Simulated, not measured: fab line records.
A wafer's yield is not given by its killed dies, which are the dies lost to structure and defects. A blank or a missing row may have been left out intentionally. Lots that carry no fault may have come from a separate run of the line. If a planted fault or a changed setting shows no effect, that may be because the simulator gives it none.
Struck lot and sound lot, side by side ; flow sky130 ; 16 out of 708 route steps
Sound: wafers L656.3, L656.4, L656.6. The struck wafers were L664.1, L664.5, L664.6. The cause comes at the end.
Order at every step that has rows: each side's tool, ch and its chambers, its first start. Under that, the readings that differ: sound wafers ; struck wafers ; difference of the means ; sigmas: that difference in standard deviations of wafers without a fault.
alike: same words and numbers on both sides, and readings whose means sit less than 2 such deviations apart. not compared: any withheld reading, any reading some wafer has no value for, any bound like >300 that may hide the same value, and any number with overlapping values for which the record gives no deviation.
The two part at a step that has a row with sigmas, a row that says differs or no value, or rows on one side only. Non-overlapping numbers with no deviation appear without sigmas and do not part them. A reading missing from all wafers of one side parts the sides only when that side holds two or more wafers.

first, 5 steps without rows for these wafers: SKY_POLY_GATE_COAT_08 (resist thk 450 nm); SKY_POLY_GATE_SOFTBAKE_09 (time 90 s); SKY_POLY_GATE_EXPOSE_10 (exposes mask P1M, target cd 150 nm); SKY_POLY_GATE_PEB_11; SKY_POLY_GATE_DEVELOP_12 (develop time 60 s).
SKY_POLY_GATE_CD_MEAS_13: target cd 150 nm.
  sound on cd-sem-02, day 16 21:02; struck on cd-sem-01, day 20 07:11
  alike: cd-nm
SKY_POLY_GATE_OVL_MEAS_14:
  sound on overlay-02, day 16 21:07; struck on overlay-02, day 20 07:19
reading;sound;struck;difference;sigmas
POLY_GATE_OVL (nm);7 12 11;-2 -6 2;-12;-2
SKY_POLY_GATE_ETCH_15: etches BARC in N2/H2, stops on SiO2, time 118.5 s, target depth 110 nm.
  sound on rie-diel-04 ch 0,2,3, day 16 21:08; struck on rie-diel-04 ch 0,1,3, day 20 07:20
  alike: drypump-motor-current-A, oes-product-au, throttle-valve-pct
  not compared: rf-hours-counter-h
SKY_POLY_GATE_ETCH_16: etches Si3N4 in CH3F/O2, stops on poly-Si, time 147.5 s, target depth 75 nm.
  sound on rie-diel-04 ch 0,2,3, day 16 21:13; struck on rie-diel-04 ch 0,1,3, day 20 07:25
  alike: O2_flow_sccm, drypump-motor-current-A, oes-product-au, throttle-valve-pct
  not compared: rf-hours-counter-h
SKY_POLY_GATE_ETCH_17: etches poly-Si in HBr/Cl2, stops on SiO2, target depth 180 nm, time 70.5 s.
  sound on rie-si-01 ch 0,3, day 16 21:19; struck on rie-si-02 ch 0,3, day 20 07:31
  alike: drypump-motor-current-A, oes-product-au, throttle-valve-pct
  not compared: rf-hours-counter-h
SKY_POLY_GATE_STRIP_18: strips in O2/N2.
  sound on plasma-asher-03 ch 0,1, day 16 21:25; struck on plasma-asher-02 ch 0,1, day 20 07:35
  alike: drypump-motor-current-A, oes-product-au, strip-time-to-endpoint-s
  not compared: rf-hours-counter-h
then, 1 step without rows for these wafers: SKY_POLY_GATE_CLEAN_19 (cleans in SC1/SC2, time 150 s).
SKY_POLY_GATE_OXIDATION_20: stabilise 600 s, purge 300 s, target thk 4 nm.
  sound on furnace-01 ch 0, day 16 21:44; struck on furnace-02 ch 0, day 20 08:28
reading;sound;struck;difference;sigmas
model.SiO2_of_POLY_GATE_OXIDATION_20.thk-nm (nm);3.905 3.925 3.937;4.566 4.555 4.534;+0.629;
  alike: spike-tc-bottom-C, tube_center_temp_C_max
SKY_POLY_GATE_THK_MEAS_21:
  sound on film-metro-04, day 16 23:00; struck on film-metro-04, day 20 09:56
reading;sound;struck;difference;sigmas
POLY_GATE_OXIDATION_THK (nm);3.90 3.96 3.92;4.52 4.56 4.49;+0.60;+8
  not compared: hold
SKY_POLY_GATE_CD_MEAS_22:
  sound on cd-sem-01, day 16 23:06; struck on cd-sem-02, day 20 12:32
reading;sound;struck;difference;sigmas
hold;- - -;await-dispo/2.5h/release await-dispo/2.5h/release await-dispo/2.5h/release;no value on the sound wafers;
  alike: cd-nm
-- record jumps: 28 days separate the struck wafers' starts on either side; left off in module POLY_GATE, taken up again in module PAD_OPEN, whose first shown step is the route's number 708 --
SKY_PAD_OPEN_PROBE_99:
  sound on prober-02, day 45 23:00; struck on prober-01, day 48 10:37
reading;sound;struck;difference;sigmas
model.etest.tip-n.rs-ohm-sq;441.9 447 445.7;448.4 449.7 454;+5.8;
  alike: killed_at_M0_to_M3, killed_at_M4_up, killed-at-contacts, killed-at-front-end, killed-at-other, killed-dies, killed-on-rim, killed-open, killed-short

WHERE THEY PART
Earliest at SKY_POLY_GATE_OVL_MEAS_14; latest, in this record, at SKY_POLY_GATE_CD_MEAS_22. Later steps at which nothing parts them and some readings are alike: SKY_PAD_OPEN_PROBE_99.

WHY: what the simulator had put in
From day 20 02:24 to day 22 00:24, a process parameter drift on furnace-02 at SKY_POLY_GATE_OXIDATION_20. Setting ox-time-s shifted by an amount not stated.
